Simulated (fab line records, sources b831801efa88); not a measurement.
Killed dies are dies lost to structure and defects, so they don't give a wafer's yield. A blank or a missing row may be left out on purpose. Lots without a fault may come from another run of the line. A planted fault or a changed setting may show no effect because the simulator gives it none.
A struck lot beside a sound one | flow gf180mcu | 15 steps out of a route of 602
Sound: wafers L370.1, L370.5, L370.6. Struck: wafer L375.5. (L375.4, L375.6 of the same lot were not struck and are left out.) The cause comes at the end.
At each step with rows: each side's tool, then ch and its chambers, then its first start. Under that, the readings that differ: sound wafers | struck wafers | difference of the means | sigmas: that difference in standard deviations of wafers without a fault.
alike: readings whose means differ by less than 2 such deviations, and words and numbers that are the same on both sides. not compared: withheld readings, readings that some wafer has no value for, bounds like >300 that may hide the same value, and numbers for which the record gives no deviation and whose values overlap.
The two part at a step that has a row with sigmas, a row that says differs or no value, or rows on one side only. Numbers that don't overlap but have no deviation are shown without sigmas and don't part them. A reading that every wafer of one side lacks parts them only if that side has two wafers or more.

GF_V1_CD_MEAS_14: target cd 260 nm.
  sound on cd_sem-02, day 19 11:13; struck on cd_sem-02, day 21 16:33
  alike: cd_nm
GF_V1_OVL_MEAS_15:
  sound on overlay-01, day 19 11:20; struck on overlay-01, day 21 16:38
  alike: V1_OVL
GF_V1_ETCH_16: etches BARC in N2/H2.
  sound on rie_diel-02 ch 0,2,3, day 19 11:23; struck on rie_diel-04 ch 3, day 21 16:39
  alike: bias_w, drypump_motor_current_A, n2_flow_sccm, oes_product_au, rf_fwd_power_W, throttle_valve_pct
GF_V1_ETCH_17: etches SiO2 in C4F8/O2/Ar, stops on TiN, target depth 630 nm.
  sound on rie_diel-02 ch 0,2,3; struck on rie_diel-04 ch 3
  alike: bias_w, oes_product_au, rf_fwd_power_W
GF_V1_STRIP_18: strips in O2/N2.
  sound on plasma_asher-04 ch 0,1, day 19 11:31; struck on plasma_asher-03 ch 1, day 21 16:49
  reading               | sound             | struck | difference | sigmas
  oes_product_au (a.u.) | 0.602 0.598 0.595 | 0.585  | -0.013     | -3
  alike: drypump_motor_current_A, heater_power_w, n2_flow_sccm
  not compared: rf_hours_counter_h
then, 3 steps without rows for these wafers: GF_V1_STRIP_19 (strips in post etch residue remover, time 1200 s); GF_V1_CLEAN_20 (cleans in DIW); GF_V1_SPUTTER_21 (material Ti, target thk 15 nm, time 80.02 s).
GF_V1_SPUTTER_22: material TiN, target thk 10 nm, time 40 s.
  sound on pvd_sputter-03, day 19 12:07; struck on pvd_sputter-04, day 21 17:22
  alike: chamber_pressure_pa, throttle_valve_pct
then, 1 step without rows for these wafers: GF_V1_CVD_23 (deposits W, target thk 350 nm, time 105.05 s).
GF_V1_RS_MEAS_24: measures by four-point-probe.
  sound on film_metro-02, day 19 12:16; struck on film_metro-03, day 21 17:35
  alike: V1_W_RS
GF_V1_THK_MEAS_25: measures by xrf.
  sound on film_metro-02, day 19 12:23; struck on film_metro-03, day 21 17:40
  reading       | sound       | struck | difference | sigmas
  V1_W_THK (nm) | 368 367 369 | 354    | -14        | -3
GF_V1_CMP_26: polishes, stops on SiO2, t overpolish 15 s, target thk 0 nm.
  sound on cmp-02 ch 0,1,3, day 19 12:35; struck on cmp-01 ch 1, day 21 17:48
  reading                | sound                | struck | difference | sigmas
  overpolish_run_s (s)   | 15.021 14.993 15.005 | 0.045  | -14.961    | -99 or more
  time_to_endpoint_s (s) | 84.2 84.8 85.5       | 127.6  | +42.8      | +17
  alike: motor_current_A, retaining_ring_pressure_frac
GF_M2_SPUTTER_00: material Ti, target thk 37.5 nm, time 150 s.
  the record has rows for the sound wafers here (pvd_sputter-02, day 19 12:44) and none for the struck ones
-- the record jumps here: 10 days lie between the struck wafers' starts before and after (it left off in module M2 and takes up again in module PASSIVATION, whose first step shown is number 602 of the route) --
GF_PASSIVATION_PROBE_99:
  the record has rows for the struck wafers here (prober-02, day 31 17:11) and none for the sound ones

WHERE THEY PART
First at GF_V1_STRIP_18; last, within this record, at GF_PASSIVATION_PROBE_99.

WHY: what the simulator had put in
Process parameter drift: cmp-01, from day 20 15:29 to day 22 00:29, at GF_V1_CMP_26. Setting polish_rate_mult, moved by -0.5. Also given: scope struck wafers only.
